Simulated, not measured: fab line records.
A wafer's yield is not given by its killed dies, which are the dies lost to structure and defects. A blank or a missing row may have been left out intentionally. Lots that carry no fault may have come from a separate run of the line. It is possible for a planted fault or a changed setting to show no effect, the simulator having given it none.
Struck lot and sound lot, side by side / flow gf180mcu / 15 steps out of a route of 602
Sound: the wafers L655.4, L655.5, L655.6. The struck wafers were L657.4, L657.5, L657.6. Last of all comes the cause.
Order at every step that has rows: each side's tool, ch and its chambers, its first start. Under that, the readings that differ: sound wafers / struck wafers / difference of the means / sigmas: that difference in standard deviations of wafers without a fault.
alike: same words and numbers on both sides, and readings whose means sit less than 2 such deviations apart. not compared: any withheld reading, any reading some wafer has no value for, any bound like >300 that may hide the same value, and any number with overlapping values for which the record gives no deviation.
The two part at a step that has a row with sigmas, a row that says differs or no value, or rows on one side only. When numbers do not overlap yet have no deviation, they are printed without sigmas and do not part them. Lack of a reading on every wafer of one side parts them only where that side has two or more wafers.

GF_V1_CMP_04: polishes SiO2.
  sound on cmp-02 ch 0,3, day 19 12:58; struck on cmp-01 ch 0,1,3, day 20 22:00
  alike: motor current A, slurry flow ml min, time to endpoint s
GF_V1_BOW_MEAS_05:
  sound: film metro-04 at day 19 13:17; struck: film metro-02 at day 20 22:13
  alike: V1_BOW
then, 8 steps without rows for these wafers: GF_V1_DEHYDRATE_06 (time 60 s); GF_V1_HMDS_07 (prime time 60 s); GF_V1_COAT_08; GF_V1_COAT_09 (resist thk 1000 nm); GF_V1_SOFTBAKE_10 (time 60 s); GF_V1_EXPOSE_11 (exposes mask Via1, target cd 260 nm); GF_V1_PEB_12 (peb time 90 s); GF_V1_DEVELOP_13 (develop time 60 s).
GF_V1_CD_MEAS_14: the cd target is 260 nm.
  sound: cd sem-01 at day 20 13:56; struck: cd sem-02 at day 21 21:31
  alike: cd nm
GF_V1_OVL_MEAS_15:
  sound: overlay-02 at day 20 14:01; struck: overlay-02 at day 21 21:36
  alike: V1_OVL
GF_V1_ETCH_16: etches BARC in N2/H2.
  sound on rie diel-03 ch 2,3, day 20 14:02; struck on rie diel-03 ch 1,2, day 21 21:37
reading=bias w (W); sound=100.00 100.18 100.32; struck=97.60 97.64 96.71; difference=-2.85; sigmas=-10
  alike: drypump motor current A, oes product au, throttle valve pct
GF_V1_ETCH_17: etches SiO2 in C4F8/O2/Ar, stops on TiN, target depth 630 nm.
  sound: rie diel-03 ch 2,3; struck: rie diel-03 ch 1,2
  alike: bias w, oes product au
following that, these wafers have no rows for 1 step: GF_PASSIVATION_PROBE_99.

WHERE THEY PART
Within this record, at GF_V1_ETCH_16 only. Later steps at which nothing parts them and some readings are alike: GF_V1_ETCH_17.

WHY: whatever the simulator had introduced
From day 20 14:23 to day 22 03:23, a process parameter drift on rie diel-03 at GF_V1_ETCH_16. Setting bias w shifted by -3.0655 from 100. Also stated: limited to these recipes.
